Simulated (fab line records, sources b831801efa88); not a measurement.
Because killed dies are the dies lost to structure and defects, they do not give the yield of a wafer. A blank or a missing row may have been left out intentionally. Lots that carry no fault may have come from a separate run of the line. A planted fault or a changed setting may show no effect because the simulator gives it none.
A struck lot beside a sound one / flow sky130 / 43 out of 708 route steps
Sound: wafers L572.1, L572.3, L572.6. Struck: wafer L583.1. (L583.4, L583.5 of the same lot were not struck and are left out.) The cause comes at the end.
For every step that has rows: the tool of each side, followed by ch and its chambers, followed by its first start. Under that, the readings that differ: sound wafers / struck wafers / difference of the means / sigmas: that difference in standard deviations of wafers without a fault.
alike: words and numbers the same on both sides, and readings whose means are apart by under 2 such deviations; not compared: readings that were withheld, readings missing a value for some wafer, numbers with overlapping values and no deviation given by the record, and bounds like >300 which may hide the same value.
A row with sigmas, a row that says differs or no value, or rows on one side alone: a step with any of these is where the two part. Numbers that have no deviation but don't overlap get no sigmas and don't part them. A reading missing from all wafers of one side parts the sides only when that side holds two or more wafers.

first, 8 steps without rows for these wafers: SKY_METAL3_DEHYDRATE_05 (time 60 s); SKY_METAL3_HMDS_06 (prime time 60 s); SKY_METAL3_COAT_07 (resist thk 60 nm); SKY_METAL3_COAT_08 (resist thk 1140 nm); SKY_METAL3_SOFTBAKE_09 (time 90 s); SKY_METAL3_EXPOSE_10 (exposes mask MM3, target cd 300 nm); SKY_METAL3_PEB_11; SKY_METAL3_DEVELOP_12 (develop time 60 s).
SKY_METAL3_CD_MEAS_13: the cd target is 300 nm.
  sound on cdSem-02 at day 38 07:13; struck on cdSem-02 at day 42 14:54
reading=cdNm (nm); sound=298.4 297.4 297.2; struck=302.1; difference=+4.4; sigmas=+3
SKY_METAL3_OVL_MEAS_14:
  sound on overlay-01 at day 38 07:20; struck on overlay-02 at day 42 15:01
  alike: METAL3_OVL
SKY_METAL3_DESCUM_15: chemistry O2, time 8 s.
  sound on rieMetal-04 ch 1, day 38 07:22; struck on rieMetal-01 ch 1, day 42 15:04
reading=drypumpMotorCurrentA (A); sound=5.20 5.22 5.21; struck=5.70; difference=+0.49; sigmas=+2
  alike: oesProductAu
  not compared: rfHoursCounterH
SKY_METAL3_ETCH_16: etches BARC in N2/H2, stops on SiO2, time 88.2 s, target depth 60 nm.
  sound on rieMetal-04 ch 1, day 38 07:24; struck on rieMetal-01 ch 1, day 42 15:05
reading=drypumpMotorCurrentA (A); sound=5.20 5.20 5.20; struck=5.69; difference=+0.49; sigmas=+2
  alike: oesProductAu, throttleValvePct
  not compared: rfHoursCounterH
SKY_METAL3_ETCH_17: etches SiO2 in C4F8/O2/Ar, stops on TiN, time 3.9 s, target depth 15 nm.
  sound on rieDiel-02 ch 0,1, day 38 07:30; struck on rieDiel-02 ch 0, day 42 15:11
  alike: oesProductAu
  not compared: rfHoursCounterH
then, 1 step without rows for these wafers: SKY_METAL3_METAL_ETCH_18 (etches the open film in Cl2/BCl3, stops on SiO2, target depth 845 nm, time 183.1 s).
SKY_METAL3_STRIP_19: strips in O2/N2.
  sound on plasmaAsher-03 ch 0,1, day 38 07:52; struck on plasmaAsher-01 ch 1, day 42 15:23
reading=drypumpMotorCurrentA (A); sound=6.1 6.0 6.1; struck=4.8; difference=-1.3; sigmas=-3
reading=oesProductAu (a.u.); sound=0.495 0.487 0.494; struck=0.504; difference=+0.012; sigmas=+2
reading=stripTimeToEndpointS (s); sound=6.40 6.35 6.38; struck=6.54; difference=+0.16; sigmas=+3
  not compared: rfHoursCounterH
then, 4 steps without rows for these wafers: SKY_METAL3_STRIP_20 (strips in post etch residue remover, time 1200 s); SKY_METAL3_CLEAN_21 (cleans in IPA, time 180 s); SKY_METAL3_CLEAN_22 (cleans in O3/DIW); SKY_VIA3_HDPCVD_00 (deposits SiO2, target thk 1635 nm, time 272.5 s).
SKY_VIA3_THK_MEAS_01:
  sound on filmMetro-04 at day 38 08:40; struck on filmMetro-04 at day 42 16:10
  alike: VIA3_HDPCVD_THK
then, 1 step without rows for these wafers: SKY_VIA3_CMP_02 (polishes SiO2).
SKY_VIA3_BOW_MEAS_03:
  sound on filmMetro-01 at day 38 09:29; struck on filmMetro-01 at day 42 16:32
reading=VIA3_BOW (um); sound=80 89 83; struck=63; difference=-21; sigmas=-3
then, 8 steps without rows for these wafers: SKY_VIA3_DEHYDRATE_04 (time 60 s); SKY_VIA3_HMDS_05 (prime time 60 s); SKY_VIA3_COAT_06 (resist thk 60 nm); SKY_VIA3_COAT_07 (resist thk 450 nm); SKY_VIA3_SOFTBAKE_08 (time 90 s); SKY_VIA3_EXPOSE_09 (exposes mask VIM3, target cd 200 nm); SKY_VIA3_PEB_10; SKY_VIA3_DEVELOP_11 (develop time 60 s).
SKY_VIA3_CD_MEAS_12: the cd target is 200 nm.
  sound on cdSem-02 at day 39 10:36; struck on cdSem-01 at day 43 14:27
  alike: cdNm
SKY_VIA3_OVL_MEAS_13:
  sound on overlay-02 at day 39 10:43; struck on overlay-02 at day 43 14:34
reading=VIA3_OVL (nm); sound=4 7 9; struck=-4; difference=-11; sigmas=-2
SKY_VIA3_ETCH_14: etches BARC in N2/H2, stops on SiO2, time 45.9 s, target depth 60 nm.
  sound on rieDiel-03 ch 0,3, day 39 10:46; struck on rieDiel-04 ch 0, day 43 14:37
reading=drypumpMotorCurrentA (A); sound=4.9 4.7 4.9; struck=6.2; difference=+1.4; sigmas=+3
  alike: oesProductAu, throttleValvePct
  not compared: rfHoursCounterH
SKY_VIA3_ETCH_15: etches SiO2 in C4F8/O2/Ar, stops on TiN, target depth 507 nm, time 78 s.
  sound on rieDiel-03 ch 0,3, day 39 10:48; struck on rieDiel-04 ch 0, day 43 14:39
  alike: oesProductAu
  not compared: rfHoursCounterH
then, 6 steps without rows for these wafers: SKY_VIA3_STRIP_16 (strips in O2/N2); SKY_VIA3_STRIP_17 (strips in post etch residue remover, time 1200 s); SKY_VIA3_CLEAN_18 (cleans in IPA, time 180 s); SKY_VIA3_CLEAN_19 (cleans in O3/DIW); SKY_VIA3_SPUTTER_20 (material TiN, target thk 20 nm, time 80 s); SKY_VIA3_CVD_21 (deposits W, target thk 390 nm, time 117.31 s).
SKY_VIA3_RS_MEAS_22: measurement is done with a four-point probe.
  sound on filmMetro-03 at day 39 11:38; struck on filmMetro-03 at day 43 15:29
  alike: VIA3_W_RS
SKY_VIA3_THK_MEAS_23: measures by xrf.
  sound on filmMetro-03 at day 39 11:45; struck on filmMetro-03 at day 43 15:37
  alike: VIA3_W_THK
-- the record jumps here: 5 days lie between the struck wafers' starts before and after (it left off in module VIA3 and takes up again in module PAD_OPEN, whose first step shown is number 708 of the route) --
SKY_PAD_OPEN_PROBE_99:
  sound on prober-01 at day 45 22:15; struck on prober-01 at day 49 00:25
reading=defectLimitedYield (%); sound=81.5 84.6 81.7; struck=70.7; difference=-11.9; sigmas=-6
reading=killed_at_M0_to_M3; sound=43 28 48; struck=113; difference=+73; sigmas=+11
reading=killedAtFrontEnd; sound=23 18 16; struck=10; difference=-9; sigmas=-2
reading=killedDies; sound=91 76 90; struck=144; difference=+58; sigmas=+6
reading=sort_bin_3_pad_short (%); sound=1.0 0.8 1.4; struck=4.1; difference=+3.0; sigmas=+7
reading=sort_bin_5_function (%); sound=10.0 8.1 11.6; struck=17.7; difference=+7.8; sigmas=+6
reading=sortNPass; sound=401 416 402; struck=348; difference=-58; sigmas=-6
reading=sortYieldPct (%); sound=81.5 84.6 81.7; struck=70.7; difference=-11.9; sigmas=-6
reading=model.etest.tester.sortNPass; sound=401 416 402; struck=348; difference=-58; sigmas=
reading=model.etest.tester.sortYieldPct (%); sound=81.5 84.55 81.71; struck=70.73; difference=-11.86; sigmas=
reading=model.etest.tester.sort_bin_5_pct (%); sound=9.959 8.13 11.59; struck=17.68; difference=+7.79; sigmas=
reading=model.etest.tester.sort_bin_3_pct (%); sound=1.016 0.813 1.423; struck=4.065; difference=+2.981; sigmas=
  alike: killed_at_M4_up, killedAtContacts, killedAtOther, killedOpen, killedShort, sort_bin_6_memory

## WHERE THEY PART
At SKY_METAL3_CD_MEAS_13 first; at SKY_PAD_OPEN_PROBE_99 last (within this record only).

WHY: the cause the simulator had injected
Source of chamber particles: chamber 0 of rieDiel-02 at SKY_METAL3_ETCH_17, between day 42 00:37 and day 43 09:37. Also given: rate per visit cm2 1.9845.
